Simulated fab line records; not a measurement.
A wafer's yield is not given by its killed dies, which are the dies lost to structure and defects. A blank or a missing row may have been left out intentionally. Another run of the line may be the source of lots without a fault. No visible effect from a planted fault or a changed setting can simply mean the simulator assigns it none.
A struck lot beside a sound one ; flow sky130 ; 25 out of 708 route steps
Sound: the wafers L378.3, L378.4, L378.5. Struck: wafers L391.2, L391.3, L391.4. The cause is named last.
At each step with rows: each side's tool, then ch and its chambers, then its first start. Under that, the readings that differ: sound wafers ; struck wafers ; difference of the means ; sigmas: that difference in standard deviations of wafers without a fault.
alike: readings whose means differ by less than 2 such deviations, and words and numbers that are the same on both sides. not compared: withheld readings, readings that some wafer has no value for, bounds like >300 that may hide the same value, and numbers for which the record gives no deviation and whose values overlap.
Wherever a step has rows on one side only, a row that says differs or no value, or a row with sigmas, the two part there. Non-overlapping numbers with no deviation appear without sigmas and do not part them. A reading that every wafer of one side lacks parts them only if that side has two wafers or more.

SKY_POLY_CUT_ETCH_11: etches Si3N4 in CF4/CH2F2/Ar, stops on poly-Si, time 42.5 s, target depth 60 nm.
  sound on rie_diel-04 ch 0,1,3, day 25 04:22; struck on rie_diel-04 ch 1,2,3, day 29 14:15
  alike: drypump_motor_current_A, oes_product_au, throttle_valve_pct
  not compared: rf_hours_counter_h
SKY_POLY_CUT_STRIP_12: strips in O2/N2.
  sound on plasma_asher-01 ch 0,1, day 25 04:26; struck on plasma_asher-02 ch 0,1, day 29 14:17
  alike: chamber_pressure_mTorr, drypump_motor_current_A, oes_product_au, strip_time_to_endpoint_s
  not compared: rf_hours_counter_h
then, 7 steps without rows for these wafers: SKY_SD_P_DEHYDRATE_00 (time 60 s); SKY_SD_P_HMDS_01 (prime time 60 s); SKY_SD_P_COAT_02 (resist thk 1140 nm); SKY_SD_P_SOFTBAKE_03 (time 60 s); SKY_SD_P_EXPOSE_04 (exposes mask PSDM, target cd 380 nm); SKY_SD_P_PEB_05; SKY_SD_P_DEVELOP_06 (develop time 60 s).
SKY_SD_P_CD_MEAS_07: the cd target is 380 nm.
  sound on cd_sem-01 at day 26 09:58; struck on cd_sem-01 at day 30 17:56
  alike: cd_nm
SKY_SD_P_OVL_MEAS_08:
  sound on overlay-02 at day 26 10:03; struck on overlay-01 at day 30 18:02
  alike: SD_P_OVL
next, for these wafers, 1 step has no rows: SKY_SD_P_IMPLANT_09.
SKY_SD_P_STRIP_10: strips in O2/N2.
  sound on plasma_asher-04 ch 0,1, day 26 10:16; struck on plasma_asher-02 ch 0,1, day 30 18:13
  no value came back on the struck wafers for chamber_pressure_mTorr (mTorr), drypump_motor_current_A (A), oes_product_au (a.u.), strip_time_to_endpoint_s (s); on the sound wafers chamber_pressure_mTorr (mTorr) reads 1501.6 1501.5 1499.1
reading;sound;struck;difference;sigmas
model.NOVOLAK_of_SD_P_COAT_02.thk_nm (nm);0 0 0;1144 1142 1144;+1143;
  not compared: rf_hours_counter_h
SKY_SD_P_TW_MEAS_11:
  sound on film_metro-03 at day 26 10:20; struck on film_metro-01 at day 30 18:20
  alike: SD_P_TW
then, 8 steps without rows for these wafers: SKY_RES_XHIGH_DEHYDRATE_00 (time 60 s); SKY_RES_XHIGH_HMDS_01 (prime time 60 s); SKY_RES_XHIGH_COAT_02 (resist thk 1140 nm); SKY_RES_XHIGH_SOFTBAKE_03 (time 60 s); SKY_RES_XHIGH_EXPOSE_04 (exposes mask URPM, target cd 1270 nm); SKY_RES_XHIGH_PEB_05; SKY_RES_XHIGH_DEVELOP_06 (develop time 60 s); SKY_RES_XHIGH_IMPLANT_07.
SKY_RES_XHIGH_STRIP_08: strips in O2/N2.
  sound on plasma_asher-04 ch 0,1, day 27 15:59; struck on plasma_asher-03 ch 0,1, day 31 22:01
reading;sound;struck;difference;sigmas
strip_time_to_endpoint_s (s);14.31 14.29 14.29;31.37 31.35 31.37;+17.07;+99 or more
  alike: chamber_pressure_mTorr, drypump_motor_current_A, oes_product_au
  not compared: rf_hours_counter_h
SKY_RES_XHIGH_TW_MEAS_09:
  sound on film_metro-03 at day 27 16:04; struck on film_metro-02 at day 31 22:08
reading;sound;struck;difference;sigmas
RES_XHIGH_TW;1646 1640 1639;30 30 30;-1612;-99 or more
then, 1 step without rows for these wafers: SKY_SD_N_DEHYDRATE_00 (time 60 s).

WHERE THEY PART
Earliest at SKY_SD_P_STRIP_10; latest, in this record, at SKY_RES_XHIGH_TW_MEAS_09.

WHY: whatever the simulator had introduced
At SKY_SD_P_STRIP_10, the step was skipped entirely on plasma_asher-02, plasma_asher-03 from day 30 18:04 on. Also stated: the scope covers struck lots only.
